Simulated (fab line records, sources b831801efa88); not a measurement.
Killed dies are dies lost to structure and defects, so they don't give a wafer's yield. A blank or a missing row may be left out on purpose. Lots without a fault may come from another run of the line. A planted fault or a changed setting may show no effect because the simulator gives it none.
Which tool did it? | flow sky130 | 11 lots, 33 wafers sampled, at 5 steps of a route of 708

WHAT THE GAUGES READ, wafer by wafer
SKY_VIA4_RS_MEAS_19: measures by four-point-probe. Usual: VIA4_W_RS 0.2265 ohm/sq, standard deviation 0.0027.
lot  | measured     | on            | VIA4_W_RS (ohm/sq)   | flag
L149 | day 43 05:10 | film_metro-02 | 0.2235 0.2266 0.2278 |
L150 | day 43 13:07 | film_metro-03 | 0.2224 0.2249 0.2244 |
L153 | day 44 16:00 | film_metro-01 | 0.2316 0.2302 0.2286 |
L155 | day 45 08:46 | film_metro-03 | 0.2299 0.2283 0.2280 |
L157 | day 46 00:19 | film_metro-02 | 0.2232 0.2222 0.2268 |
L159 | day 46 08:14 | film_metro-02 | 0.2849 0.2930 0.2843 | OFF
L160 | day 46 09:08 | film_metro-02 | 0.2887 0.2915 0.2887 | OFF
L161 | day 46 11:55 | film_metro-01 | 0.2766 0.2827 0.2849 | OFF
L170 | day 48 12:03 | film_metro-02 | 0.2258 0.2234 0.2249 |
L171 | day 48 13:58 | film_metro-03 | 0.2231 0.2222 0.2207 |
L169 | day 48 17:26 | film_metro-02 | 0.2235 0.2244 0.2212 |

SKY_VIA4_THK_MEAS_20: measures by xrf. Usual: VIA4_W_THK 495 nm, standard deviation 7.6.
lot  | measured     | on            | VIA4_W_THK (nm) | flag
L149 | day 43 05:17 | film_metro-02 | 500 492 489     |
L150 | day 43 13:14 | film_metro-03 | 501 495 495     |
L153 | day 44 16:07 | film_metro-01 | 494 495 501     |
L155 | day 45 08:53 | film_metro-03 | 481 482 486     |
L157 | day 46 00:25 | film_metro-02 | 506 504 496     |
L159 | day 46 08:21 | film_metro-02 | 397 386 398     | OFF
L160 | day 46 09:15 | film_metro-02 | 393 388 393     | OFF
L161 | day 46 12:02 | film_metro-01 | 411 400 398     | OFF
L170 | day 48 12:10 | film_metro-02 | 491 499 496     |
L171 | day 48 14:05 | film_metro-03 | 494 494 503     |
L169 | day 48 17:34 | film_metro-02 | 500 500 503     |

WHICH TOOL RAN EACH LOT (tool, then ch and the chambers of the sampled wafers, then the start)
lot  | SKY_CAP2M_CVD_00                | SKY_VIA4_SPUTTER_17          | SKY_VIA4_CVD_18
L149 | pecvd-01 ch 1,2, day 40 03:08   | pvd_sputter-03, day 43 04:58 | cvd_w-01 ch 0,1, day 43 05:01
L150 | pecvd-01 ch 1,2, day 40 11:22   | pvd_sputter-03, day 43 12:55 | cvd_w-02 ch 0,1, day 43 12:58
L153 | pecvd-03 ch 0,2, day 41 15:15   | pvd_sputter-01, day 44 15:47 | cvd_w-01 ch 0,1, day 44 15:51
L155 | pecvd-03 ch 0,2, day 42 10:20   | pvd_sputter-04, day 45 08:24 | cvd_w-01 ch 1, day 45 08:28
L157 | pecvd-01 ch 0,2, day 43 02:55   | pvd_sputter-03, day 46 00:04 | cvd_w-02 ch 0,1, day 46 00:08
L159 | pecvd-03 ch 0,1,2, day 43 12:19 | pvd_sputter-01, day 46 08:00 | cvd_w-01 ch 0,1, day 46 08:04
L160 | pecvd-02 ch 0,1,2, day 43 12:46 | pvd_sputter-04, day 46 08:55 | cvd_w-01 ch 1, day 46 08:58
L161 | pecvd-03 ch 1,2, day 43 14:37   | pvd_sputter-04, day 46 11:43 | cvd_w-01 ch 0,1, day 46 11:46
L170 | pecvd-03 ch 0,1,2, day 45 20:05 | pvd_sputter-01, day 48 11:49 | cvd_w-02 ch 1, day 48 11:52
L171 | pecvd-03 ch 0,1,2, day 45 23:11 | pvd_sputter-03, day 48 13:46 | cvd_w-02 ch 0, day 48 13:49
L169 | pecvd-02 ch 1,2, day 46 04:08   | pvd_sputter-01, day 48 17:13 | cvd_w-02 ch 1, day 48 17:17
- SKY_CAP2M_CVD_00: deposits SiO2, target thk 15.5 nm.
- SKY_VIA4_SPUTTER_17: material TiN, target thk 20 nm, time 80 s.
- SKY_VIA4_CVD_18: deposits W, target thk 505 nm, time 152.14 s.

WHAT THE TOOLS THEMSELVES READ (means of the sampled wafers that have a number; where no wafer has one, the mark that the record gives instead)
SKY_CAP2M_CVD_00. Usual: heater_power_w 698 W, standard deviation 66; susceptor_temp_C 399.96 C, standard deviation 0.23.
lot  | tool     | heater_power_w (W) | susceptor_temp_C (C) | flag
L149 | pecvd-01 | 785                | 400.06               |
L150 | pecvd-01 | 723                | 399.83               |
L153 | pecvd-03 | 706                | 399.90               |
L155 | pecvd-03 | 671                | 400.43               |
L157 | pecvd-01 | 730                | 399.71               |
L159 | pecvd-03 | 626                | 399.87               |
L160 | pecvd-02 | 671                | 400.26               |
L161 | pecvd-03 | 646                | 399.89               |
L170 | pecvd-03 | 680                | 400.10               |
L171 | pecvd-03 | 681                | 399.82               |
L169 | pecvd-02 | 686                | 399.89               |

SKY_VIA4_SPUTTER_17. Usual: throttle_valve_pct 29.9 %, standard deviation 1.1.
lot  | tool           | throttle_valve_pct (%) | flag
L149 | pvd_sputter-03 | 30.6                   |
L150 | pvd_sputter-03 | 30.7                   |
L153 | pvd_sputter-01 | 29.8                   |
L155 | pvd_sputter-04 | 29.5                   |
L157 | pvd_sputter-03 | 31.4                   |
L159 | pvd_sputter-01 | 30.4                   |
L160 | pvd_sputter-04 | 28.7                   |
L161 | pvd_sputter-04 | 29.5                   |
L170 | pvd_sputter-01 | 30.2                   |
L171 | pvd_sputter-03 | 31.5                   |
L169 | pvd_sputter-01 | 29.4                   |

SKY_VIA4_CVD_18. Usual: heater_power_w 834 W, standard deviation 74; susceptor_temp_C 400.01 C, standard deviation 0.22.
lot  | tool     | heater_power_w (W) | susceptor_temp_C (C) | flag
L149 | cvd_w-01 | 847                | 400.20               |
L150 | cvd_w-02 | 864                | 400.11               |
L153 | cvd_w-01 | 840                | 400.00               |
L155 | cvd_w-01 | 882                | 400.22               |
L157 | cvd_w-02 | 866                | 399.99               |
L159 | cvd_w-01 | 777                | 387.72               | OFF
L160 | cvd_w-01 | 832                | 387.81               | OFF
L161 | cvd_w-01 | 732                | 387.68               | OFF
L170 | cvd_w-02 | 817                | 400.19               |
L171 | cvd_w-02 | 895                | 399.66               |
L169 | cvd_w-02 | 826                | 400.05               |

THE ANSWER, worked out from the rows above alone
Rule: a lot is off if the mean of its wafers that have a number lies more than 3 standard deviations from the usual mean. A lot without any number at a reading at which 4 lots or more have one is off too. The other lots that the step has rows for count as sound. The gauges are gone through in route order, then the tools' own readings, and for those a lot's mean is taken as printed above. The first step at which some lot is off is used, and at that step the reading that is off furthest; a lot without a number counts as furthest.
Off: L159, L160, L161, at SKY_VIA4_RS_MEAS_19 (VIA4_W_RS).
A tool fits if, at a process step before that reading, it ran every lot that is off, and no sound lot after the first of them. The gauges at SKY_VIA4_RS_MEAS_19 aren't tried: what is off there is off at SKY_VIA4_CVD_18 too, on other tools, and a gauge's error can't cause that. One fits: cvd_w-01 at SKY_VIA4_CVD_18. Its last sound lot is L155 (day 45 08:28), its first lot that is off L159 (day 46 08:04): a fault that began between those two fits.
The tool's own readings at SKY_VIA4_CVD_18 bear it out: on the lots that are off they differ by more than 5 times the standard deviation of the sound lots' means. susceptor_temp_C reads 387.74 C there against 400.05 C on the sound lots.

WHAT THE SIMULATOR HAD PUT IN
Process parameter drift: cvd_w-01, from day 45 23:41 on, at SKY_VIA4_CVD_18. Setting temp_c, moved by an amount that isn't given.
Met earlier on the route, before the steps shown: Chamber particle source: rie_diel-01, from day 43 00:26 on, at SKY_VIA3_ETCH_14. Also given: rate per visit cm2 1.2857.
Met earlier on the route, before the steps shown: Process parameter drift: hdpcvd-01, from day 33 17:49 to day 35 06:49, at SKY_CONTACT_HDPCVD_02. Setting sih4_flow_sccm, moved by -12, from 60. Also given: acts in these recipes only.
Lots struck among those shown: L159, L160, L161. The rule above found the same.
